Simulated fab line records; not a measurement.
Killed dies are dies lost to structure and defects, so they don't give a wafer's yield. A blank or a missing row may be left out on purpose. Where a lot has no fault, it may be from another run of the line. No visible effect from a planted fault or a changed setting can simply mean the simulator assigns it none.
A lot that was struck, set against a sound lot	flow sky130	37 steps out of a route of 708
Sound: these wafers, L474.1, L474.4, L474.6. Wafers struck: L455.1, L455.3, L455.6. The cause is named last.
Each step with rows lists, per side, the tool, then ch with its chambers, then its first start. Under that, the readings that differ: sound wafers	struck wafers	difference of the means	sigmas: that difference in standard deviations of wafers without a fault.
alike: same words and numbers on both sides, and readings whose means sit less than 2 such deviations apart. not compared: any withheld reading, any reading some wafer has no value for, any bound like >300 that may hide the same value, and any number with overlapping values for which the record gives no deviation.
A row with sigmas, a row that says differs or no value, or rows on one side alone: a step with any of these is where the two part. When numbers do not overlap yet have no deviation, they are printed without sigmas and do not part them. Lack of a reading on every wafer of one side parts them only where that side has two or more wafers.

first, 10 steps without rows for these wafers: SKY_LDD_LDN_SOFTBAKE_03 (time 60 s); SKY_LDD_LDN_EXPOSE_04 (exposes mask LDNTM, target cd 700 nm); SKY_LDD_LDN_PEB_05; SKY_LDD_LDN_DEVELOP_06 (develop time 60 s); SKY_LDD_LDN_IMPLANT_08; SKY_LDD_LDN_IMPLANT_09; SKY_LDD_LDN_IMPLANT_10; SKY_LDD_LDN_IMPLANT_11; SKY_LDD_LDN_STRIP_12 (strips in O2/N2); SKY_LDD_LDN_CLEAN_14 (cleans in SC1/SC2, time 150 s).
SKY_SPACER_CVD_00: deposits Si3N4 from DCS/NH3, target thk 43.1 nm, time 740 s.
  sound on lpcvd-02 ch 1, day 30 10:44; struck on lpcvd-02 ch 1, day 23 21:47
reading	sound	struck	difference	sigmas
model.Si3N4_of_SPACER_CVD_00.thkNm (nm)	43.66 43.46 43.46	48.66 48.41 48.64	+5.04	
  alike: spikeTcBottomC
SKY_SPACER_THK_MEAS_01:
  sound: filmMetro-03 at day 30 11:56; struck: filmMetro-02 at day 23 22:59
reading	sound	struck	difference	sigmas
SPACER_CVD_00_THK (nm)	43.7 43.5 43.5	48.7 48.4 48.6	+5.0	+10
SKY_SPACER_ETCHBACK_02: etches Si3N4 in CH3F/O2, stops on SiO2, time 46.7 s, target depth 45 nm.
  sound on rieDiel-01 ch 0,1, day 30 12:00; struck on rieDiel-01 ch 1,2, day 23 23:03
reading	sound	struck	difference	sigmas
oesProductAu (a.u.)	0.866 0.856 0.866	0.915 0.912 0.911	+0.050	+7
throttleValvePct (%)	10.544 10.559 10.544	10.574 10.580 10.573	+0.027	+3
model.etch.depthNm (nm)	43.66 43.46 43.46	48.66 48.41 48.64	+5.04	
  alike: drypumpMotorCurrentA
  not compared: rfHoursCounterH
then, 22 steps without rows for these wafers: SKY_POLY_CUT_DEHYDRATE_00 (time 60 s); SKY_POLY_CUT_HMDS_01 (prime time 60 s); SKY_POLY_CUT_COAT_02 (resist thk 60 nm); SKY_POLY_CUT_COAT_03 (resist thk 450 nm); SKY_POLY_CUT_SOFTBAKE_04 (time 90 s); SKY_POLY_CUT_EXPOSE_05 (exposes mask NPCM, target cd 270 nm); SKY_POLY_CUT_PEB_06; SKY_POLY_CUT_DEVELOP_07 (develop time 60 s); SKY_POLY_CUT_ETCH_10 (etches BARC in N2/H2, stops on SiO2, time 45.9 s, target depth 60 nm); SKY_POLY_CUT_ETCH_11 (etches Si3N4 in CF4/CH2F2/Ar, stops on poly-Si, time 42.5 s, target depth 60 nm); SKY_POLY_CUT_STRIP_12 (strips in O2/N2); SKY_SD_P_DEHYDRATE_00 (time 60 s); SKY_SD_P_HMDS_01 (prime time 60 s); SKY_SD_P_COAT_02 (resist thk 1140 nm); SKY_SD_P_SOFTBAKE_03 (time 60 s); SKY_SD_P_EXPOSE_04 (exposes mask PSDM, target cd 380 nm); SKY_SD_P_PEB_05; SKY_SD_P_DEVELOP_06 (develop time 60 s); SKY_SD_P_IMPLANT_09; SKY_SD_P_STRIP_10 (strips in O2/N2); SKY_RES_XHIGH_DEHYDRATE_00 (time 60 s); SKY_RES_XHIGH_HMDS_01 (prime time 60 s).
-- the record jumps here: 5 days lie between the struck wafers' starts before and after (it left off in module RES_XHIGH and takes up again in module SALICIDE, whose first step shown is number 361 of the route) --
SKY_SALICIDE_CLEAN_00: cleans in HF-last, time 30 s.
  sound on wetBench-02 ch 0, day 35 01:46; struck on wetBench-02 ch 3, day 28 21:45
reading	sound	struck	difference	sigmas
model.Si3N4_of_SPACER_CVD_00.thkNm (nm)	42.68 42.48 42.49	47.69 47.43 47.68	+5.05	
-- the record jumps here: 18 days lie between the struck wafers' starts before and after (it left off in module SALICIDE and takes up again in module PAD_OPEN, whose first step shown is number 708 of the route) --
SKY_PAD_OPEN_PROBE_99:
  sound: prober-01 at day 50 19:00; struck: prober-01 at day 46 12:07
reading	sound	struck	difference	sigmas
model.etest.pfet_01v8.rOnOhmUm	2922 2841 2936	3132 3108 3165	+235	
model.etest.nfetG5v0d10v5.rOnOhmUm	1891 1887 1881	1929 1919 1941	+43	
model.etest.sonosUncharged.rOnOhmUm	800.9 806.6 810.2	834.6 839.4 840.9	+32.4	
model.etest.pfet_01v8.driveUaUm	191.8 195.8 189.4	178.3 178.5 174.1	-15.4	
model.etest.pfet_01v8_hvt.driveUaUm	141.2 145.7 141.8	130.4 133.3 128.3	-12.2	
model.etest.sramPfetLatch.driveUaUm	145.9 147.8 139.8	132.9 135.3 127.5	-12.6	
model.etest.pfet_01v8_mvt.driveUaUm	148.5 152.3 147.7	143.6 145 142.9	-5.7	
model.etest.pfet_01v8_lvt.driveUaUm	175.8 179.4 176.4	168.8 169.4 167.7	-8.6	
  alike: killed_at_M0_to_M3, killed_at_M4_up, killedAtContacts, killedAtFrontEnd, killedAtOther, killedDies, killedOpen, killedShort

== WHERE THEY PART ==
At SKY_SPACER_THK_MEAS_01 first; at SKY_SPACER_ETCHBACK_02 last (within this record only). Later steps at which nothing parts them and some readings are alike: SKY_PAD_OPEN_PROBE_99.

WHY: whatever the simulator had introduced
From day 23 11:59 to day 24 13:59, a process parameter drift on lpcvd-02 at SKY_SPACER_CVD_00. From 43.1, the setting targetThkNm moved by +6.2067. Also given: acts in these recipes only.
